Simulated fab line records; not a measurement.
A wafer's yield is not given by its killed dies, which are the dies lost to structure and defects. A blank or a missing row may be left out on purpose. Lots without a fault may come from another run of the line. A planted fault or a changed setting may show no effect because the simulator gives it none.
8D (eight disciplines) problem report, filled in by code | flow sfqLine | the parts of the form that need people (team, actions taken, sign-off) are left out

1. THE PROBLEM
Mean of rfFwdPowerW at SFQ_TRILAYER_I1_DEP_PECVD_045: 211.7 W across 6 wafers in 2 lots; on wafers with no fault it is 182.3 W (standard deviation 0.65). That puts it +45 standard deviations away from the usual mean.
The step: deposits SiO2 from SiH4/N2O, time 111.11 s, target thk 500 nm.
First seen on wafer L878.3, day 24 16:43, on pecvd-01. At this step, 42 wafers from 14 lots have a number in the record. Rule for "out", or "out of limits": more than 4 standard deviations from the usual mean. All remaining wafers that have a number are taken as sound.

2. WHAT IT IS, WHAT IT ISN'T
question                    | is                     | is not
which readings at this step | rfFwdPowerW            | heaterPowerOuterW, heaterPowerW, throttleValvePct
which lots                  | L878, L879             | L862, L863, L865, L866, L867, L868, L869, L870, L872, L873, L874, L875
which wafers of those lots  | all that have a number | -
read on which tools         | pecvd-01               | pecvd-03, pecvd-04
when                        | from day 24 16:43      | up to then (36 sound wafers)

3. SUSPECTS, AND WHAT RULES EACH OUT
Counting: a tool at any process step up to the reading remains a suspect when it ran all the lots that are out and ran no sound lot after the first of those.
- pecvd-01 at SFQ_TRILAYER_I1_DEP_PECVD_045 (deposits SiO2 from SiH4/N2O, time 111.11 s, target thk 500 nm): kept. All lots that are out passed through it, beginning with L878 at day 24 16:43, and no sound lot followed; its final sound lot before that point was L875 at day 22 10:23. On those wafers its own readings are out: rfFwdPowerW.
The count leaves pecvd-01 at SFQ_TRILAYER_I1_DEP_PECVD_045.

4. THE CAUSE (what the simulator had put in)
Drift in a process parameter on pecvd-01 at SFQ_TRILAYER_I1_DEP_PECVD_045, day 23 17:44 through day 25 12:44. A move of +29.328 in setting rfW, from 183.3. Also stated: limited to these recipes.
This tool alone remained once counting was done.

5. THE CHAIN OF EFFECTS, in route order
Rows list readings where the struck wafers' mean (over those with a number) sits beyond 3 standard deviations from the usual. Scope: only readings with a usual standard deviation given in the record; hours: median across lots of the time from each lot's start at the first step in this table that gives one to its start at this step; sigmas: change in usual standard deviations.
hours | step                          | reading     | usual   | on struck wafers | change | sigmas
0     | SFQ_TRILAYER_I1_DEP_PECVD_045 | rfFwdPowerW | 182.3 W | 211.7            | +29.4  | +45
The process steps in it:
- SFQ_TRILAYER_I1_DEP_PECVD_045: deposits SiO2 from SiH4/N2O, time 111.11 s, target thk 500 nm.
Later measuring or inspecting steps at which every struck wafer that the step has a row for has a number for every such reading, and none has moved that far: SFQ_C5_OVL_MEAS_937.

6. HOW IT WOULD HAVE BEEN CAUGHT EARLIER
23 hours passed between the start of the fault at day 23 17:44 and the first reading out of limits in this record, taken at day 24 16:43.
